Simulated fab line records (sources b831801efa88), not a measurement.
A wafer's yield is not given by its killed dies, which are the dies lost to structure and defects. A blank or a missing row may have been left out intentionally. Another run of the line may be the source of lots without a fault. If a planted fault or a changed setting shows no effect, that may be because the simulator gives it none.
Chamber matching || flow sky130 || cmp-01 running SKY_VIA3_CMP_02: 4 sister chambers
The step polishes SiO2. 4 wafers are shown with their chamber, then 7 later ones without.

== WAFERS PAIRED WITH THEIR CHAMBERS ==
{"wafer": "L430.4", "chamber": 3, "motor_current_A (A)": 12.6}
{"wafer": "L435.6", "chamber": 1, "motor_current_A (A)": 12.1}
{"wafer": "L436.1", "chamber": 2, "motor_current_A (A)": 11.8}
{"wafer": "L436.4", "chamber": 0, "motor_current_A (A)": 12.4}

== WAFERS WITHOUT THEIR CHAMBER ==
{"wafer": "L436.5", "motor_current_A (A)": 12.3}
{"wafer": "L438.2", "motor_current_A (A)": 12.3}
{"wafer": "L438.3", "motor_current_A (A)": 11.6}
{"wafer": "L438.5", "motor_current_A (A)": 11.7}
{"wafer": "L444.2", "motor_current_A (A)": 12.0}
{"wafer": "L444.5", "motor_current_A (A)": 12.9}
{"wafer": "L444.6", "motor_current_A (A)": 12.1}

== WHICH CHAMBER EACH WENT THROUGH ==
{"wafer": "L436.5", "from the rows above": "can't be placed: 0 or 1 or 3", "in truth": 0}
{"wafer": "L438.2", "from the rows above": "can't be placed: 0 or 1 or 3", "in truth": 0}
{"wafer": "L438.3", "from the rows above": "can't be placed: 2 or 1", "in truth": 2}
{"wafer": "L438.5", "from the rows above": "can't be placed: 2 or 1", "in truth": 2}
{"wafer": "L444.2", "from the rows above": "can't be placed: 1 or 2 or 0", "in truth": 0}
{"wafer": "L444.5", "from the rows above": "can't be placed: 3 or 0", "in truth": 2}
{"wafer": "L444.6", "from the rows above": "can't be placed: 1 or 2 or 0", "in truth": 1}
0 of 7 placed correctly. Cannot be placed on the basis of these rows: 7; the candidates contain the true chamber in 6. Wrongly placed: 0.
How it was worked out, from the rows above alone: a wafer's distance from a chamber is the root of the sum, over the readings, of the square of ((its reading less the chamber's mean) divided by the reading's scatter). If the next closest chamber is less than 2 further off than the closest, the wafer can't be placed; otherwise it belongs to the closest. The mean given for a chamber averages the wafers shown for that chamber. The scatter: with one shown wafer a chamber, the root of the mean of the squares of how far each hidden wafer lies from its nearest shown one.
